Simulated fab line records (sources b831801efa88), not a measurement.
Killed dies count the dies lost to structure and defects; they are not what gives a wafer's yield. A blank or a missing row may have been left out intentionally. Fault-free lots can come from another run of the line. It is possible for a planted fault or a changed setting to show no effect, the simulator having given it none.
Chamber matching || flow sky130 || SKY_VIA3_ETCH_15 on rie_diel-03: 4 sister chambers
The step etches SiO2 in C4F8/O2/Ar, stops on TiN, target depth 507 nm, time 78 s. 8 wafers are shown with their chamber, then 6 later ones without.

## WAFERS, EACH WITH ITS CHAMBER
{"wafer": "L662.1", "chamber": 1, "oes_product_au (a.u.)": 0.939}
{"wafer": "L662.3", "chamber": 2, "oes_product_au (a.u.)": 0.950}
{"wafer": "L664.2", "chamber": 2, "oes_product_au (a.u.)": 0.939}
{"wafer": "L665.4", "chamber": 1, "oes_product_au (a.u.)": 0.940}
{"wafer": "L666.4", "chamber": 0, "oes_product_au (a.u.)": 0.945}
{"wafer": "L666.6", "chamber": 0, "oes_product_au (a.u.)": 0.950}
{"wafer": "L677.3", "chamber": 3, "oes_product_au (a.u.)": 0.953}
{"wafer": "L677.5", "chamber": 3, "oes_product_au (a.u.)": 0.953}

## WAFERS WITH NO CHAMBER GIVEN
{"wafer": "L683.1", "oes_product_au (a.u.)": 0.948}
{"wafer": "L683.5", "oes_product_au (a.u.)": 0.949}
{"wafer": "L683.6", "oes_product_au (a.u.)": 0.952}
{"wafer": "L685.1", "oes_product_au (a.u.)": 0.946}
{"wafer": "L685.4", "oes_product_au (a.u.)": 0.946}
{"wafer": "L685.5", "oes_product_au (a.u.)": 0.940}

## THE CHAMBER EACH PASSED THROUGH
{"wafer": "L683.1", "from the rows above": "can't be placed: 0 or 2 or 3 or 1", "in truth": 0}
{"wafer": "L683.5", "from the rows above": "can't be placed: 0 or 3 or 2 or 1", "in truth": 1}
{"wafer": "L683.6", "from the rows above": "can't be placed: 3 or 0 or 2", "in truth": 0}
{"wafer": "L685.1", "from the rows above": "can't be placed: 0 or 2 or 1 or 3", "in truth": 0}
{"wafer": "L685.4", "from the rows above": "can't be placed: 0 or 2 or 1 or 3", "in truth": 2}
{"wafer": "L685.5", "from the rows above": "can't be placed: 1 or 2 or 0", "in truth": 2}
Correct placement for 0 of the 6. Cannot be placed on the basis of these rows: 6; the candidates contain the true chamber in 6. 0 placed wrongly.
How it was worked out, from the rows above alone: a wafer's distance from a chamber is the root of the sum, over the readings, of the square of ((its reading less the chamber's mean) divided by the reading's scatter). The wafer belongs to the nearest chamber; if the next one is less than 2 further off, it can't be placed. Each chamber's mean is taken over the wafers shown for it. The scatter is the square root of a quotient: the sum, over the shown wafers, of each reading's squared deviation from its chamber's mean, divided by wafers minus chambers.
